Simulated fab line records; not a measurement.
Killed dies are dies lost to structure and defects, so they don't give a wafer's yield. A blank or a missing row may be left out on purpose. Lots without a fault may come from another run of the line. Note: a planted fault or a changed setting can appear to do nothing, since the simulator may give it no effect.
Which tool was responsible? | flow sky130 | 36 wafers from 12 lots sampled at 3 of the route's 708 steps

WHAT THE GAUGES SHOWED, per wafer
SKY_POLY_GATE_THK_MEAS_21.
lot  | measured     | on           | POLY_GATE_OXIDATION_THK (nm)
L075 | day 16 14:40 | filmMetro-02 | 3.95 4.04 4.04
L077 | day 17 09:03 | filmMetro-03 | 3.99 3.95 4.08
L079 | day 18 12:48 | filmMetro-04 | 4.01 4.00 3.97
L081 | day 19 05:20 | filmMetro-03 | 4.07 4.05 4.12
L083 | day 19 20:20 | filmMetro-04 | 4.04 3.88 4.09
L085 | day 20 17:59 | filmMetro-03 | 4.01 3.99 4.04
L087 | day 21 05:40 | filmMetro-03 | 4.06 4.05 4.07
L089 | day 21 23:37 | filmMetro-03 | 4.04 3.91 4.07
L091 | day 22 20:21 | filmMetro-02 | 4.03 4.02 4.00
L093 | day 23 13:07 | filmMetro-04 | 3.90 3.85 3.91
L095 | day 24 14:26 | filmMetro-02 | 4.10 4.09 4.17
L097 | day 25 01:41 | filmMetro-03 | 3.95 3.92 3.99

EACH LOT AND THE TOOL THAT RAN IT (in order: tool; ch and the chambers of the sampled wafers; start)
lot  | SKY_RES_PROTECT_STRIP_07            | SKY_POLY_GATE_ETCH_16
L075 | plasmaAsher-04 ch 1, day 15 03:46   | rieDiel-02 ch 0,1,2, day 16 11:08
L077 | plasmaAsher-04 ch 0,1, day 15 20:46 | rieDiel-01 ch 1,2,3, day 17 06:30
L079 | plasmaAsher-01 ch 0,1, day 16 22:13 | rieDiel-03 ch 1,2, day 18 06:39
L081 | plasmaAsher-01 ch 0,1, day 17 18:19 | rieDiel-03 ch 0,1,2, day 19 01:45
L083 | plasmaAsher-02 ch 0,1, day 18 11:10 | rieDiel-03 ch 1,2,3, day 19 18:46
L085 | plasmaAsher-02 ch 0,1, day 19 05:24 | rieDiel-01 ch 0,1, day 20 15:51
L087 | plasmaAsher-01 ch 0,1, day 19 17:58 | rieDiel-01 ch 1,3, day 21 04:06
L089 | plasmaAsher-02 ch 0,1, day 20 13:19 | rieDiel-02 ch 0,3, day 21 22:03
L091 | plasmaAsher-02 ch 0,1, day 21 10:06 | rieDiel-03 ch 0,1,3, day 22 18:48
L093 | plasmaAsher-04 ch 0,1, day 22 03:19 | rieDiel-03 ch 0,2,3, day 23 11:33
L095 | plasmaAsher-02 ch 1, day 23 03:49   | rieDiel-02 ch 1,2,3, day 24 12:06
L097 | plasmaAsher-02 ch 0,1, day 23 15:52 | rieDiel-03 ch 0,1, day 24 23:43
- SKY_RES_PROTECT_STRIP_07: strips in O2/N2.
- SKY_POLY_GATE_ETCH_16: etches Si3N4 in CH3F/O2, stops on poly-Si, time 147.5 s, target depth 75 nm.

THE ANSWER, worked out from the rows above alone
Rule: the lots themselves supply what counts as usual. Put in order of their means at a reading, lots are off if they are a third of the lots or fewer, leave a main group of 4 or more, and stand apart from it by a gap of 3 or more times the standard deviation of the main group's means; of several such gaps the widest counts. If all means in a main group match to the digits the tables above print for the reading, that group is not used. Also off: a lot with no number at a reading for which 4 or more lots have one. All remaining lots with rows at the step are treated as sound.
Across all readings shown, no lot is off: no conclusion can be drawn from this.

WHAT THE SIMULATOR HAD INSERTED
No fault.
